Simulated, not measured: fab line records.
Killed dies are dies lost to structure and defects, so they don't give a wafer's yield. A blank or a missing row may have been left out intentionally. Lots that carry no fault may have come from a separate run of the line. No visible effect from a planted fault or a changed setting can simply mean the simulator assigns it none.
Which tool did it?    flow sky130    13 lots, 39 wafers sampled, at 3 steps of a route of 708

WHAT EACH GAUGE READ, for each wafer
SKY_LOCAL_INTERCONNECT_RS_MEAS_01: uses a four-point probe to measure. Usual: LOCAL_INTERCONNECT_TIN_RS 14.10 ohm/sq, standard deviation 0.12.
lot   measured      on            LOCAL_INTERCONNECT_TIN_RS (ohm/sq)   flag
L708  day 30 16:43  filmMetro-03  14.14 14.03 14.26                    
L710  day 31 01:23  filmMetro-01  14.16 13.98 14.00                    
L711  day 31 11:11  filmMetro-01  14.10 14.05 14.16                    
L712  day 31 16:27  filmMetro-04  14.12 13.98 14.13                    
L713  day 31 20:55  filmMetro-04  14.11 14.00 14.07                    
L714  day 32 10:32  filmMetro-04  13.99 13.98 14.12                    
L717  day 33 13:17  filmMetro-04  15.44 13.81 13.94 15.39 13.81 13.89  
L724  day 35 10:48  filmMetro-01  14.00 14.14 14.18                    
L725  day 35 16:43  filmMetro-04  14.19 14.20 13.86                    
L726  day 36 05:08  filmMetro-01  13.93 13.89 13.89                    
L728  day 36 16:20  filmMetro-01  14.07 14.14 14.06                    
L729  day 36 22:14  filmMetro-04  14.31 14.30 14.13                    
L730  day 37 08:42  filmMetro-04  14.08 14.10 14.22                    

SKY_LOCAL_INTERCONNECT_THK_MEAS_02: measures by xrf. Usual: LOCAL_INTERCONNECT_TIN_THK 101.4 nm, standard deviation 0.93.
lot   measured      on            LOCAL_INTERCONNECT_TIN_THK (nm)    flag
L708  day 30 16:50  filmMetro-03  101.2 101.9 100.5                  
L710  day 31 01:29  filmMetro-01  101.3 102.1 101.7                  
L711  day 31 11:18  filmMetro-01  101.7 102.2 101.4                  
L712  day 31 16:34  filmMetro-04  101.2 101.8 101.0                  
L713  day 31 21:02  filmMetro-04  101.2 101.7 101.2                  
L714  day 32 10:40  filmMetro-04  102.1 102.2 101.2                  
L717  day 33 16:18  filmMetro-04  92.7 103.6 102.3 92.8 103.3 102.3  
L724  day 35 10:55  filmMetro-01  101.6 101.1 100.5                  
L725  day 35 16:50  filmMetro-04  100.9 100.8 102.9                  
L726  day 36 05:15  filmMetro-01  103.1 103.4 103.1                  
L728  day 36 16:27  filmMetro-01  101.9 102.0 101.8                  
L729  day 36 22:19  filmMetro-04  100.1 99.8 100.9                   
L730  day 37 08:49  filmMetro-04  101.0 101.0 100.5                  

WHICH TOOL RAN EACH LOT (tool, then ch and the chambers of the sampled wafers, then the start)
lot   SKY_LOCAL_INTERCONNECT_SPUTTER_00
L708  pvdSputter-02, day 30 16:40
L710  pvdSputter-01, day 31 01:17
L711  pvdSputter-04, day 31 11:07
L712  pvdSputter-01, day 31 16:23
L713  pvdSputter-04, day 31 20:51
L714  pvdSputter-02, day 32 10:29
L717  pvdSputter-04, day 33 13:11
L724  pvdSputter-02, day 35 10:44
L725  pvdSputter-02, day 35 16:40
L726  pvdSputter-01, day 36 05:04
L728  pvdSputter-02, day 36 16:16
L729  pvdSputter-04, day 36 22:08
L730  pvdSputter-04, day 37 08:38
- SKY_LOCAL_INTERCONNECT_SPUTTER_00: material TiN, target thk 100 nm, time 83.3 s.

AS READ BY THE TOOLS THEMSELVES (means over the sampled wafers that have a number; for cases with no such wafer, the mark the record gives instead)
SKY_LOCAL_INTERCONNECT_SPUTTER_00. Usual: throttleValvePct 29.9 %, standard deviation 1.6.
lot   tool           throttleValvePct (%)  flag
L708  pvdSputter-02  29.0                  
L710  pvdSputter-01  29.7                  
L711  pvdSputter-04  30.0                  
L712  pvdSputter-01  29.6                  
L713  pvdSputter-04  29.9                  
L714  pvdSputter-02  30.2                  
L717  pvdSputter-04  29.5                  
L724  pvdSputter-02  29.7                  
L725  pvdSputter-02  29.5                  
L726  pvdSputter-01  29.9                  
L728  pvdSputter-02  29.2                  
L729  pvdSputter-04  30.1                  
L730  pvdSputter-04  30.3                  

THE ANSWER, worked out from the rows above alone
Rule: lot off if the mean of its wafers having a number is beyond 3 standard deviations from the usual mean. Also off: a lot with no number at a reading for which 4 or more lots have one. Where the step has rows for the other lots, those lots are counted as sound. First the gauges in route order, then the tools' own readings, where a lot's mean is used as printed above. At the first step where some lot is off, the reading lying furthest off is the one used; lots without a number count as furthest.
No lot is off at any reading shown: from this, nothing can be told.

WHAT THE SIMULATOR PUT IN
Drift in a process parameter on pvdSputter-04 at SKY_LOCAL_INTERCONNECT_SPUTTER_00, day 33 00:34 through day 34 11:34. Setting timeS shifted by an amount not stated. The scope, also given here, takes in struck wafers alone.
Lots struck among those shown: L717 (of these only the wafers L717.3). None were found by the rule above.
